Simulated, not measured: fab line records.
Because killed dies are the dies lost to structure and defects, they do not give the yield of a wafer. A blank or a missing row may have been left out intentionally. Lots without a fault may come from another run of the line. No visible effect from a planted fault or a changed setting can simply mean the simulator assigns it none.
Which of the tools did it?    flow sky130    Sampling: 12 lots, 36 wafers, 4 of 708 route steps

== WHAT THE GAUGES READ, wafer by wafer ==
SKY_CAPM_OVL_MEAS_12.
lot   measured      on          CAPM_OVL (nm)
L075  day 37 19:14  overlay-02  0.4 -0.9 -2.1
L077  day 38 17:07  overlay-02  -2.2 -2.7 -2.4
L079  day 39 02:23  overlay-02  -2.0 -0.9 -1.6
L081  day 39 21:37  overlay-02  -1.2 -2.8 -3.1
L084  day 41 13:44  overlay-02  -0.6 -1.8 -0.9
L085  day 41 17:35  overlay-01  -1.8 -1.4 -0.2
L086  day 41 20:17  overlay-02  -0.7 -1.6 -0.2
L089  day 42 04:05  overlay-02  -3.4 -1.5 -3.1
L092  day 42 18:55  overlay-02  -0.6 -0.1 -2.4
L093  day 43 03:28  overlay-01  -0.7 -1.2 -1.6
L095  day 43 16:52  overlay-01  -2.4 -2.3 -0.4
L097  day 44 17:52  overlay-02  0.0 -2.5 -0.9

== TOOL THAT RAN EACH LOT (tool first, then ch and the chambers of the sampled wafers, then the start) ==
lot   SKY_METAL1_SPUTTER_04         SKY_VIA2_CMP_02                SKY_METAL3_SPUTTER_01
L075  pvd_sputter-03, day 32 00:24  cmp-02 ch 0,1,3, day 35 12:55  pvd_sputter-03, day 36 16:47
L077  pvd_sputter-01, day 32 23:44  cmp-01 ch 0,2,3, day 36 11:20  pvd_sputter-02, day 37 16:07
L079  pvd_sputter-02, day 33 10:31  cmp-02 ch 1,2,3, day 36 21:29  pvd_sputter-02, day 38 01:21
L081  pvd_sputter-01, day 34 05:25  cmp-02 ch 0,3, day 37 16:26    pvd_sputter-03, day 38 19:39
L084  pvd_sputter-03, day 36 01:26  cmp-01 ch 1,3, day 39 11:32    pvd_sputter-03, day 40 14:01
L085  pvd_sputter-01, day 36 05:17  cmp-01 ch 0,3, day 39 14:47    pvd_sputter-03, day 40 17:36
L086  pvd_sputter-03, day 36 07:38  cmp-01 ch 0,3, day 39 17:56    pvd_sputter-03, day 40 20:37
L089  pvd_sputter-01, day 36 16:24  cmp-02 ch 1,2, day 40 01:20    pvd_sputter-03, day 41 03:14
L092  pvd_sputter-03, day 37 10:19  cmp-01 ch 0,1,2, day 40 17:44  pvd_sputter-03, day 41 19:21
L093  pvd_sputter-03, day 37 16:53  cmp-01 ch 0,1,3, day 41 01:16  pvd_sputter-02, day 42 03:31
L095  pvd_sputter-03, day 38 10:22  cmp-01 ch 1,2, day 41 16:31    pvd_sputter-03, day 42 17:21
L097  pvd_sputter-03, day 39 14:14  cmp-01 ch 0,1,3, day 42 18:52  pvd_sputter-03, day 43 20:04
- SKY_METAL1_SPUTTER_04: material TiN, target thk 70 nm, time 58.3 s.
- SKY_VIA2_CMP_02: polishes SiO2.
- SKY_METAL3_SPUTTER_01: material TiN, target thk 20 nm, time 16.7 s.

== THE ANSWER, worked out from the rows above alone ==
Rule: the usual values come from the lots themselves. Put in order of their means at a reading, lots are off if they are a third of the lots or fewer, leave a main group of 4 or more, and stand apart from it by a gap of 3 or more times the standard deviation of the main group's means; of several such gaps the widest counts. A main group is skipped when, at the precision printed for the reading in the tables above, its means are all equal. Also off: a lot with no number at a reading for which 4 or more lots have one. All remaining lots with rows at the step are treated as sound.
Nothing can be told from this: no lot is off at any reading shown.

== WHAT THE SIMULATOR HAD PUT IN ==
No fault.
